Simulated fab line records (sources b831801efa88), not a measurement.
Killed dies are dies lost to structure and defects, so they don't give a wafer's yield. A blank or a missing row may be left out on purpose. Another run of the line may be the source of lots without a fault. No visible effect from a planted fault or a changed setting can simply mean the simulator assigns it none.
Which tool was responsible?    flow sky130    12 lots, 36 wafers sampled, at 5 steps of a route of 708

== WHAT THE GAUGES READ, wafer by wafer ==
SKY_SONOS_TUNNEL_TW_MEAS_12. Usual: for SONOS_TUNNEL_TW the level is 196.8 and the standard deviation is 1.8.
lot   measured      on             SONOS_TUNNEL_TW    flag
L402  day 11 10:01  film metro-03  195.8 195.9 196.2  
L403  day 11 15:46  film metro-04  198.4 198.7 199.1  
L405  day 12 02:02  film metro-04  197.3 197.0 197.6  
L410  day 14 02:16  film metro-04  198.8 197.7 198.3  
L411  day 14 07:18  film metro-02  179.4 178.8 178.2  OFF
L412  day 14 10:17  film metro-04  180.5 181.2 181.3  OFF
L420  day 17 07:43  film metro-04  198.8 198.9 199.7  
L421  day 17 20:58  film metro-02  195.3 196.6 197.4  
L422  day 18 00:43  film metro-03  196.3 194.4 195.0  
L423  day 18 10:17  film metro-02  196.5 196.7 197.4  
L424  day 18 16:41  film metro-02  197.2 196.7 195.6  
L425  day 18 19:05  film metro-03  194.3 195.0 194.9  

SKY_SONOS_ONO_THK_MEAS_01. Usual: for SONOS_ONO_OXIDATION_THK the level is 2.61 nm and the standard deviation is 0.054.
lot   measured      on             SONOS_ONO_OXIDATION_THK (nm)  flag
L402  day 11 11:40  film metro-04  2.62 2.55 2.59                
L403  day 11 17:11  film metro-03  2.68 2.65 2.67                
L405  day 12 04:39  film metro-04  2.57 2.63 2.63                
L410  day 14 05:25  film metro-01  2.73 2.69 2.70                
L411  day 14 10:56  film metro-01  2.72 2.70 2.72                
L412  day 14 13:47  film metro-01  2.60 2.59 2.63                
L420  day 17 12:17  film metro-03  2.61 2.60 2.56                
L421  day 17 23:23  film metro-04  2.52 2.55 2.59                
L422  day 18 03:30  film metro-04  2.64 2.66 2.60                
L423  day 18 11:43  film metro-01  2.56 2.66 2.57                
L424  day 18 18:07  film metro-04  2.65 2.61 2.62                
L425  day 18 21:58  film metro-04  2.55 2.54 2.56                

SKY_GATE_OXIDE_TW_MEAS_14. Usual: for GATE_OXIDE_TW the level is 223.8 and the standard deviation is 1.9.
lot   measured      on             GATE_OXIDE_TW      flag
L402  day 13 17:32  film metro-03  221.7 222.6 220.9  
L403  day 14 01:47  film metro-01  225.0 225.8 224.9  
L405  day 14 13:00  film metro-01  226.0 225.3 225.3  
L410  day 16 18:48  film metro-01  225.0 225.0 224.4  
L411  day 16 23:20  film metro-01  224.0 226.2 224.8  
L412  day 17 06:08  film metro-02  223.5 224.4 223.2  
L420  day 20 06:03  film metro-01  224.0 224.9 224.1  
L421  day 20 19:49  film metro-02  224.4 223.8 223.1  
L422  day 21 02:11  film metro-03  221.0 221.3 221.9  
L423  day 21 14:29  film metro-01  227.2 227.2 226.3  
L424  day 21 14:47  film metro-02  222.6 224.3 224.4  
L425  day 21 14:47  film metro-03  221.0 221.3 221.5  

== TOOL THAT RAN EACH LOT (tool first, then ch and the chambers of the sampled wafers, then the start) ==
lot   SKY_NWELL_RTA_28                  SKY_SONOS_TUNNEL_IMPLANT_09
L402  rtp anneal-01 ch 0, day 5 08:38   implanter-01 ch 0, day 11 09:35
L403  rtp anneal-01 ch 0, day 5 14:08   implanter-02 ch 0, day 11 15:20
L405  rtp anneal-01 ch 0, day 5 20:32   implanter-03 ch 0, day 12 01:39
L410  rtp anneal-01 ch 0, day 7 07:45   implanter-02 ch 0, day 14 01:52
L411  rtp anneal-02 ch 0, day 7 13:57   implanter-03 ch 0, day 14 06:54
L412  rtp anneal-01 ch 0, day 7 16:49   implanter-03 ch 0, day 14 09:41
L420  rtp anneal-02 ch 0, day 9 21:24   implanter-01 ch 0, day 17 07:18
L421  rtp anneal-01 ch 0, day 10 07:13  implanter-02 ch 0, day 17 20:28
L422  rtp anneal-02 ch 0, day 10 12:35  implanter-02 ch 0, day 18 00:17
L423  rtp anneal-02 ch 0, day 10 18:23  implanter-03 ch 0, day 18 09:47
L424  rtp anneal-01 ch 0, day 10 23:40  implanter-03 ch 0, day 18 16:10
L425  rtp anneal-02 ch 0, day 11 02:36  implanter-02 ch 0, day 18 18:38
- SKY_NWELL_RTA_28: time 30 s.
- SKY_SONOS_TUNNEL_IMPLANT_09

== AS READ BY THE TOOLS THEMSELVES (means over the sampled wafers that have a number; for cases with no such wafer, the mark the record gives instead) ==
SKY_NWELL_RTA_28. Usual: lamp power pct 25.31 %, standard deviation 0.06; ramp up c per s 150.00, standard deviation 0.025; wafer_temp_C_max 1054.8, standard deviation 0.95.
lot   tool           lamp power pct (%)  ramp up c per s  wafer_temp_C_max  flag
L402  rtp anneal-01  25.26               150.01           1055.3            
L403  rtp anneal-01  25.27               150.01           1054.2            
L405  rtp anneal-01  25.38               149.98           1054.0            
L410  rtp anneal-01  25.34               150.02           1054.6            
L411  rtp anneal-02  25.27               149.99           1055.6            
L412  rtp anneal-01  25.32               149.99           1054.7            
L420  rtp anneal-02  25.25               150.00           1055.9            
L421  rtp anneal-01  25.30               150.00           1054.8            
L422  rtp anneal-02  25.35               150.02           1053.9            
L423  rtp anneal-02  25.33               150.00           1055.0            
L424  rtp anneal-01  25.31               150.00           1054.7            
L425  rtp anneal-02  25.35               149.98           1054.9            

SKY_SONOS_TUNNEL_IMPLANT_09. Usual: dose ions cm2 at 1.0001e+12, with a standard deviation of 1.2e+09.
lot   tool          dose ions cm2  flag
L402  implanter-01  1.0010e+12     
L403  implanter-02  9.9997e+11     
L405  implanter-03  9.9963e+11     
L410  implanter-02  9.9880e+11     
L411  implanter-03  9.9897e+11     
L412  implanter-03  1.0014e+12     
L420  implanter-01  1.0001e+12     
L421  implanter-02  1.0000e+12     
L422  implanter-02  1.0017e+12     
L423  implanter-03  1.0005e+12     
L424  implanter-03  9.9990e+11     
L425  implanter-02  1.0007e+12     

== THE ANSWER, worked out from the rows above alone ==
Rule: a lot counts as off when the mean over its wafers that have a number is more than 3 standard deviations away from the usual mean. A lot without any number at a reading at which 4 lots or more have one is off too. The other lots that the step has rows for count as sound. After the gauges, taken in route order, come the tools' own readings; for these a lot's mean is taken, as printed above. At the first step where some lot is off, the reading lying furthest off is the one used; lots without a number count as furthest.
Off: L411, L412, seen at SKY_SONOS_TUNNEL_TW_MEAS_12 (SONOS_TUNNEL_TW).
A tool fits if, at a process step before that reading, it ran every lot that is off, and no sound lot after the first of them. The gauges at SKY_SONOS_TUNNEL_TW_MEAS_12 are tried like those tools. No candidate that was tried fits.

== WHAT THE SIMULATOR HAD PUT IN ==
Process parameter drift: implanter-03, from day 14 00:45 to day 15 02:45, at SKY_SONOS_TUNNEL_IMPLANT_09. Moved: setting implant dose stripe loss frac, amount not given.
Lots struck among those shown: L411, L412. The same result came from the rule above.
